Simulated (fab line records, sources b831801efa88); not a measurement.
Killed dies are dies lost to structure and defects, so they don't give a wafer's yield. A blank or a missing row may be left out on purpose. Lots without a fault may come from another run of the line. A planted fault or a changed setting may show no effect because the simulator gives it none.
Which tool did it? | flow gf180mcu | 12 lots, 36 wafers sampled, at 6 steps of a route of 602

WHAT THE GAUGES READ, wafer by wafer
GF_CONTACT_BOW_MEAS_05.
lot  | measured     | on            | CONTACT_BOW (um)
L457 | day 15 23:07 | film_metro-04 | 61 70 70
L458 | day 16 03:49 | film_metro-02 | 66 61 54
L462 | day 17 23:47 | film_metro-02 | 73 70 74 - - -
L469 | day 20 10:08 | film_metro-02 | 64 66 64
L470 | day 20 16:42 | film_metro-02 | 58 60 68
L471 | day 21 09:01 | film_metro-03 | 68 66 81
L472 | day 21 10:18 | film_metro-03 | 64 66 61
L473 | day 21 17:06 | film_metro-02 | 61 64 74
L474 | day 22 02:53 | film_metro-02 | 67 65 66
L475 | day 22 12:59 | film_metro-03 | 63 62 62
L476 | day 22 21:55 | film_metro-02 | 73 74 64
L477 | day 23 00:30 | film_metro-02 | 68 73 73

GF_M1_CD_MEAS_14: target cd 230 nm.
lot  | measured     | on        | cd_nm (nm)
L457 | day 17 22:05 | cd_sem-01 | 230.7 230.4 230.1
L458 | day 18 03:51 | cd_sem-01 | 228.0 227.2 227.8
L462 | day 20 01:23 | cd_sem-01 | 230.6 229.9 230.1
L469 | day 22 11:22 | cd_sem-01 | 229.1 229.6 229.9
L470 | day 22 16:40 | cd_sem-01 | 229.6 230.6 229.8
L471 | day 23 08:50 | cd_sem-01 | 229.9 231.6 229.9
L472 | day 23 10:43 | cd_sem-01 | 228.5 229.9 229.7
L473 | day 23 16:17 | cd_sem-02 | 231.0 231.6 231.5
L474 | day 24 02:08 | cd_sem-02 | 233.3 233.3 233.0
L475 | day 24 11:22 | cd_sem-02 | 231.5 230.3 230.1
L476 | day 24 20:23 | cd_sem-02 | 228.9 229.0 229.3
L477 | day 24 21:41 | cd_sem-02 | 230.5 230.3 230.3

WHICH TOOL RAN EACH LOT (tool, then ch and the chambers of the sampled wafers, then the start)
lot  | GF_CONTACT_CMP_04             | GF_CONTACT_ETCH_17                            | GF_M1_SPUTTER_01             | GF_M1_SPUTTER_02
L457 | cmp-01 ch 0,3, day 15 22:49   | rie_diel-04 ch 1,2,3, day 16 22:43 or earlier | pvd_sputter-04, day 16 22:43 | pvd_sputter-04, day 16 22:45
L458 | cmp-02 ch 0,3, day 16 03:34   | rie_diel-01 ch 1,3, day 17 04:03 or earlier   | pvd_sputter-03, day 17 04:03 | pvd_sputter-03, day 17 04:05
L462 | cmp-02 ch 0,2,3, day 17 23:26 | rie_diel-04 ch 1,3, day 19 01:10 or earlier   | pvd_sputter-04, day 19 01:10 | pvd_sputter-04, day 19 01:12
L469 | cmp-01 ch 0,1,2, day 20 09:53 | rie_diel-01 ch 2,3, day 21 11:46 or earlier   | pvd_sputter-02, day 21 11:46 | pvd_sputter-02, day 21 11:48
L470 | cmp-01 ch 1,2, day 20 16:24   | rie_diel-04 ch 0,3, day 21 17:30 or earlier   | pvd_sputter-03, day 21 17:30 | pvd_sputter-03, day 21 17:32
L471 | cmp-02 ch 0,1, day 21 08:39   | rie_diel-01 ch 0,1,3, day 22 09:26 or earlier | pvd_sputter-02, day 22 09:26 | pvd_sputter-02, day 22 09:28
L472 | cmp-02 ch 0,3, day 21 10:00   | rie_diel-04 ch 1,3, day 22 11:22 or earlier   | pvd_sputter-03, day 22 11:22 | pvd_sputter-03, day 22 11:24
L473 | cmp-01 ch 2,3, day 21 16:51   | rie_diel-04 ch 0,1,2, day 22 17:59 or earlier | pvd_sputter-02, day 22 17:59 | pvd_sputter-02, day 22 18:01
L474 | cmp-01 ch 1,2, day 22 02:32   | rie_diel-01 ch 2,3, day 23 03:41 or earlier   | pvd_sputter-03, day 23 03:41 | pvd_sputter-03, day 23 03:43
L475 | cmp-02 ch 0,2,3, day 22 12:48 | rie_diel-04 ch 0,1,2, day 23 13:08 or earlier | pvd_sputter-02, day 23 13:08 | pvd_sputter-02, day 23 13:10
L476 | cmp-01 ch 1,2, day 22 21:40   | rie_diel-03 ch 0,2,3, day 23 22:14 or earlier | pvd_sputter-03, day 23 22:14 | pvd_sputter-03, day 23 22:16
L477 | cmp-02 ch 2,3, day 23 00:11   | rie_diel-04 ch 2,3, day 23 23:50 or earlier   | pvd_sputter-03, day 23 23:50 | pvd_sputter-03, day 23 23:52
- GF_CONTACT_CMP_04: polishes SiO2.
- GF_CONTACT_ETCH_17: etches SiO2 in C4F8/O2/Ar, stops on CoSi2, target depth 860 nm.
- GF_M1_SPUTTER_01: material TiN, target thk 30 nm, time 25 s.
- GF_M1_SPUTTER_02: material AlCu, target thk 450 nm, time 23.9 s.

WHAT THE TOOLS THEMSELVES READ (means of the sampled wafers that have a number; where no wafer has one, the mark that the record gives instead)
GF_CONTACT_CMP_04.
lot  | tool   | motor_current_A (A) | time_to_endpoint_s (s)
L457 | cmp-01 | 11.8                | 111
L458 | cmp-02 | 9.9                 | 116
L462 | cmp-02 | 10.4                | 124
L469 | cmp-01 | 11.4                | 112
L470 | cmp-01 | 11.7                | 117
L471 | cmp-02 | 12.0                | 116
L472 | cmp-02 | 11.3                | 111
L473 | cmp-01 | 12.1                | 118
L474 | cmp-01 | 10.5                | 112
L475 | cmp-02 | 10.4                | 119
L476 | cmp-01 | 10.9                | 117
L477 | cmp-02 | 9.2                 | 121

GF_CONTACT_ETCH_17.
lot  | tool        | bias_w (W) | oes_product_au (a.u.)
L457 | rie_diel-04 | 1198       | 0.816
L458 | rie_diel-01 | 1200       | 0.812
L462 | rie_diel-04 | 1199       | 0.835
L469 | rie_diel-01 | 1199       | 0.813
L470 | rie_diel-04 | 1203       | 0.817
L471 | rie_diel-01 | 1202       | 0.817
L472 | rie_diel-04 | 1200       | 0.811
L473 | rie_diel-04 | 1200       | 0.816
L474 | rie_diel-01 | 1200       | 0.815
L475 | rie_diel-04 | 1201       | 0.816
L476 | rie_diel-03 | 1201       | 0.817
L477 | rie_diel-04 | 1209       | 0.816

GF_M1_SPUTTER_01.
lot  | tool           | throttle_valve_pct (%)
L457 | pvd_sputter-04 | 29.4
L458 | pvd_sputter-03 | 31.4
L462 | pvd_sputter-04 | 30.3
L469 | pvd_sputter-02 | 30.0
L470 | pvd_sputter-03 | 30.8
L471 | pvd_sputter-02 | 30.1
L472 | pvd_sputter-03 | 30.8
L473 | pvd_sputter-02 | 29.8
L474 | pvd_sputter-03 | 30.9
L475 | pvd_sputter-02 | 29.6
L476 | pvd_sputter-03 | 31.0
L477 | pvd_sputter-03 | 30.6

GF_M1_SPUTTER_02.
lot  | tool           | throttle_valve_pct (%)
L457 | pvd_sputter-04 | 29.1
L458 | pvd_sputter-03 | 31.6
L462 | pvd_sputter-04 | 30.2
L469 | pvd_sputter-02 | 30.0
L470 | pvd_sputter-03 | 30.9
L471 | pvd_sputter-02 | 30.2
L472 | pvd_sputter-03 | 30.7
L473 | pvd_sputter-02 | 29.6
L474 | pvd_sputter-03 | 31.0
L475 | pvd_sputter-02 | 29.6
L476 | pvd_sputter-03 | 31.1
L477 | pvd_sputter-03 | 30.7

THE ANSWER, worked out from the rows above alone
Rule: what is usual is taken from the lots themselves. Put in order of their means at a reading, lots are off if they are a third of the lots or fewer, leave a main group of 4 or more, and stand apart from it by a gap of 3 or more times the standard deviation of the main group's means; of several such gaps the widest counts. A main group whose means are all the same, to the digits that the tables above print for the reading, isn't used. A lot without any number at a reading at which 4 lots or more have one is off too. The other lots that the step has rows for count as sound. The gauges are gone through in route order, then the tools' own readings, and for those a lot's mean is taken as printed above. The first step at which some lot is off is used, and at that step the reading that is off furthest; a lot without a number counts as furthest.
Off: L462, at GF_CONTACT_ETCH_17 (oes_product_au). The main group: mean 0.815 a.u., standard deviation 0.002.
A tool fits if, at that step or a process step before it, it ran every lot that is off, and no sound lot after the first of them. GF_CONTACT_ETCH_17 gives no start for some lots, so the hours and the order of its lots are those of GF_M1_SPUTTER_01. None of those tried fits.

WHAT THE SIMULATOR HAD PUT IN
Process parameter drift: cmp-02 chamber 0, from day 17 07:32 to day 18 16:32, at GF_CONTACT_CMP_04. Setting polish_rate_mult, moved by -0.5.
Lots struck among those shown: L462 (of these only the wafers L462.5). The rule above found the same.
